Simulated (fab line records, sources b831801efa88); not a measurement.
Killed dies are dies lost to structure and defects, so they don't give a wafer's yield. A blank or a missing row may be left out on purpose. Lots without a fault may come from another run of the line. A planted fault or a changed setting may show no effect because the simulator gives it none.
Which tool did it? | flow sky130 | 11 lots, 33 wafers sampled, at 2 steps of a route of 708

WHAT THE GAUGES READ, wafer by wafer
SKY_SPACER_THK_MEAS_01.
lot  | measured     | on            | SPACER_CVD_00_THK (nm)
L353 | day 22 12:26 | film_metro-03 | 42.6 42.8 42.7
L354 | day 23 07:36 | film_metro-03 | 42.8 42.5 42.5
L355 | day 23 11:34 | film_metro-03 | 42.4 42.8 42.7
L358 | day 24 17:01 | film_metro-04 | 43.1 43.2 42.7
L361 | day 26 00:25 | film_metro-03 | 43.4 43.7 43.6
L363 | day 26 11:39 | film_metro-03 | 43.0 43.2 42.8
L364 | day 26 23:41 | film_metro-03 | 39.9 39.8 40.0
L365 | day 27 05:56 | film_metro-01 | 39.9 40.0 40.2
L374 | day 30 01:47 | film_metro-03 | 43.6 43.4 43.2
L375 | day 30 05:06 | film_metro-04 | 43.3 43.2 43.4
L376 | day 30 12:36 | film_metro-01 | 42.5 43.0 42.8

WHICH TOOL RAN EACH LOT (tool, then ch and the chambers of the sampled wafers, then the start)
lot  | SKY_SPACER_CVD_00
L353 | lpcvd-02 ch 0, day 22 11:13
L354 | lpcvd-02 ch 1, day 23 06:23
L355 | lpcvd-02 ch 0, day 23 10:21
L358 | lpcvd-02 ch 0, day 24 15:47
L361 | lpcvd-02 ch 0, day 25 23:12
L363 | lpcvd-02 ch 1, day 26 10:27
L364 | lpcvd-02 ch 1, day 26 22:28
L365 | lpcvd-02 ch 1, day 27 04:43
L374 | lpcvd-02 ch 1, day 30 00:34
L375 | lpcvd-02 ch 0, day 30 03:54
L376 | lpcvd-02 ch 0, day 30 11:23
- SKY_SPACER_CVD_00: deposits Si3N4 from DCS/NH3, target thk 43.1 nm, time 740 s.

THE ANSWER, worked out from the rows above alone
Rule: what is usual is taken from the lots themselves. Put in order of their means at a reading, lots are off if they are a third of the lots or fewer, leave a main group of 4 or more, and stand apart from it by a gap of 3 or more times the standard deviation of the main group's means; of several such gaps the widest counts. A main group whose means are all the same, to the digits that the tables above print for the reading, isn't used. A lot without any number at a reading at which 4 lots or more have one is off too. The other lots that the step has rows for count as sound.
Off: L364, L365, at SKY_SPACER_THK_MEAS_01 (SPACER_CVD_00_THK). The main group: mean 43.0 nm, standard deviation 0.33.
A tool fits if, at a process step before that reading, it ran every lot that is off, and no sound lot after the first of them. The gauges at SKY_SPACER_THK_MEAS_01 are tried like those tools. None of those tried fits.

WHAT THE SIMULATOR HAD PUT IN
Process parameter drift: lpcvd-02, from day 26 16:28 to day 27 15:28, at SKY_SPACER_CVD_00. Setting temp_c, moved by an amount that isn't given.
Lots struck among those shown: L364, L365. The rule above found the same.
